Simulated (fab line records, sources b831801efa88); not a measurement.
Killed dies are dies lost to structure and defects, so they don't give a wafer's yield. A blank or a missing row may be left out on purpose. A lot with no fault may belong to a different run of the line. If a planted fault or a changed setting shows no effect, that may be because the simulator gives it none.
One fault seen from 2 desks / flow gf180mcu / numbers are kept per desk, each desk with only its own; the story behind them comes last

== TOOL OWNER'S DESK, lithoTrack-04 ==
At GF_V4_SOFTBAKE_10 (time 60 s), the tool's own readings, given per lot that ran on this tool as the mean of the sampled wafers with a number. The brackets show how far a lot's mean lies from the usual mean; more than 4 standard deviations puts the lot out of limits, marked OUT.
Columns: A = runLengthS at GF_V4_SOFTBAKE_10, usual 89.18 s
lot=L211; first seen here=day 23 22:00; A=89.27
lot=L220; first seen here=day 26 19:00; A=89.30
lot=L221; first seen here=day 27 06:00; A=89.33
lot=L222; first seen here=day 27 13:00; A=89.32
lot=L225; first seen here=day 28 11:00; A=93.85 (+22) OUT
Finding of this desk: L225 out of limits; the first was L225 at day 28 11:00, on runLengthS at GF_V4_SOFTBAKE_10. L211, L220, L221, L222 stayed within limits.

== FROM THE METROLOGY DESK ==
Means of the sampled wafers that have a number, per lot and without regard to the tool the lot ran on: this is what the gauges read. The brackets show how far a lot's mean lies from the usual mean; more than 4 standard deviations puts the lot out of limits, marked OUT.
Columns: A = M4_OVL at GF_M4_OVL_MEAS_15, usual 1 nm; B = V4_CVD_02_THK at GF_V4_THK_MEAS_03, usual 852 nm; C = cdNm at GF_V4_CD_MEAS_14, usual 260.1 nm
lot=L211; first seen here=day 23 09:49; A=-1; B=854; C=261.2
lot=L213; first seen here=day 23 22:19; A=3; B=853; C=259.3
lot=L215; first seen here=day 24 20:48; A=9; B=849; C=260.4
lot=L216; first seen here=day 25 06:18; A=3; B=856; C=260.1
lot=L218; first seen here=day 25 09:58; A=5; B=859; C=258.6
lot=L219; first seen here=day 26 05:45; A=1; B=843; C=260.2
lot=L220; first seen here=day 26 07:16; A=2; B=868; C=259.4
lot=L221; first seen here=day 26 18:55; A=5; B=842; C=259.6
lot=L222; first seen here=day 27 02:19; A=-5; B=851; C=259.0
lot=L224; first seen here=day 27 14:49; A=-4; B=857; C=260.2
lot=L225; first seen here=day 28 00:30; A=6; B=866; C=263.4
lot=L234; first seen here=day 30 18:38; A=-3; B=858; C=259.2
This desk found nothing out of limits on any of the 12 lots.

== ALL TOGETHER ==
The tool owner's desk could have raised an alarm at day 28 11:00, on L225.
Nothing out of limits was seen by the metrology desk.
The metrology desk holds a record of L225, inside its limits.
On lithoTrack-04, each named lot ran GF_V4_SOFTBAKE_10.

== WHAT THE SIMULATOR HAD INSERTED ==
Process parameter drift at GF_V4_SOFTBAKE_10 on lithoTrack-04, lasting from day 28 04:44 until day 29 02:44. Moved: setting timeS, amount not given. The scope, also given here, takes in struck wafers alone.
Shown lots that were struck: L225.
How many hours passed from the start of the fault until each desk's first out-of-limits reading: the tool owner's desk, 6.
